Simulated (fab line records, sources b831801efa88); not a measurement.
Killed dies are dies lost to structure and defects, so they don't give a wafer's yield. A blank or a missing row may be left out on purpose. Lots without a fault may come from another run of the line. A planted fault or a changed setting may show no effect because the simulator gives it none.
A struck lot beside a sound one | flow gf180mcu | 14 steps out of a route of 602
Sound: wafers L745.2, L745.4, L745.5. Struck: wafers L746.1, L746.2, L746.5. The cause comes at the end.
At each step with rows: each side's tool, then ch and its chambers, then its first start. Under that, the readings that differ: sound wafers | struck wafers | difference of the means | sigmas: that difference in standard deviations of wafers without a fault.
alike: readings whose means differ by less than 2 such deviations, and words and numbers that are the same on both sides. not compared: withheld readings, readings that some wafer has no value for, bounds like >300 that may hide the same value, and numbers for which the record gives no deviation and whose values overlap.
The two part at a step that has a row with sigmas, a row that says differs or no value, or rows on one side only. Numbers that don't overlap but have no deviation are shown without sigmas and don't part them. A reading that every wafer of one side lacks parts them only if that side has two wafers or more.

first, 5 steps without rows for these wafers: GF_V3_COAT_09 (resist thk 1000 nm); GF_V3_SOFTBAKE_10 (time 60 s); GF_V3_EXPOSE_11 (exposes mask Via3, target cd 260 nm); GF_V3_PEB_12 (peb time 90 s); GF_V3_DEVELOP_13 (develop time 60 s).
GF_V3_CD_MEAS_14: target cd 260 nm.
  sound on cd_sem-01, day 24 08:09; struck on cd_sem-01, day 24 10:02
  alike: cd_nm
GF_V3_OVL_MEAS_15:
  sound on overlay-02, day 24 08:16; struck on overlay-02, day 24 10:09
  alike: V3_OVL
GF_V3_ETCH_16: etches BARC in N2/H2.
  sound on rie_diel-03 ch 0,1,2, day 24 08:17; struck on rie_diel-01 ch 1,3, day 24 10:11
  alike: drypump_motor_current_A, oes_product_au, throttle_valve_pct
GF_V3_ETCH_17: etches SiO2 in C4F8/O2/Ar, stops on TiN, target depth 635 nm.
  sound on rie_diel-03 ch 0,1,2; struck on rie_diel-01 ch 1,3
  alike: oes_product_au
GF_V3_STRIP_18: strips in O2/N2.
  sound on plasma_asher-02 ch 0,1, day 24 08:25; struck on plasma_asher-02 ch 0,1, day 24 10:19
  alike: drypump_motor_current_A, heater_power_w, o2_flow_sccm, oes_product_au
  not compared: rf_hours_counter_h
then, 2 steps without rows for these wafers: GF_V3_STRIP_19 (strips in post etch residue remover, time 1200 s); GF_V3_CLEAN_20 (cleans in DIW).
GF_V3_SPUTTER_21: material Ti, target thk 15 nm, time 80.02 s.
  sound on pvd_sputter-04, day 24 08:59; struck on pvd_sputter-04, day 24 10:53
  no value came back on the struck wafers for cathode_dc_power_W (W), chamber_pressure_pa (Pa), throttle_valve_pct (%); on the sound wafers cathode_dc_power_W (W) reads 2500.1 2499.9 2500.4
GF_V3_SPUTTER_22: material TiN, target thk 10 nm, time 40 s.
  sound on pvd_sputter-04, day 24 09:03; struck on pvd_sputter-04, day 24 10:57
  alike: cathode_dc_power_W, chamber_pressure_pa, throttle_valve_pct

WHERE THEY PART
Only at GF_V3_SPUTTER_21, within this record. Later steps at which nothing parts them and some readings are alike: GF_V3_SPUTTER_22.

WHY: what the simulator had put in
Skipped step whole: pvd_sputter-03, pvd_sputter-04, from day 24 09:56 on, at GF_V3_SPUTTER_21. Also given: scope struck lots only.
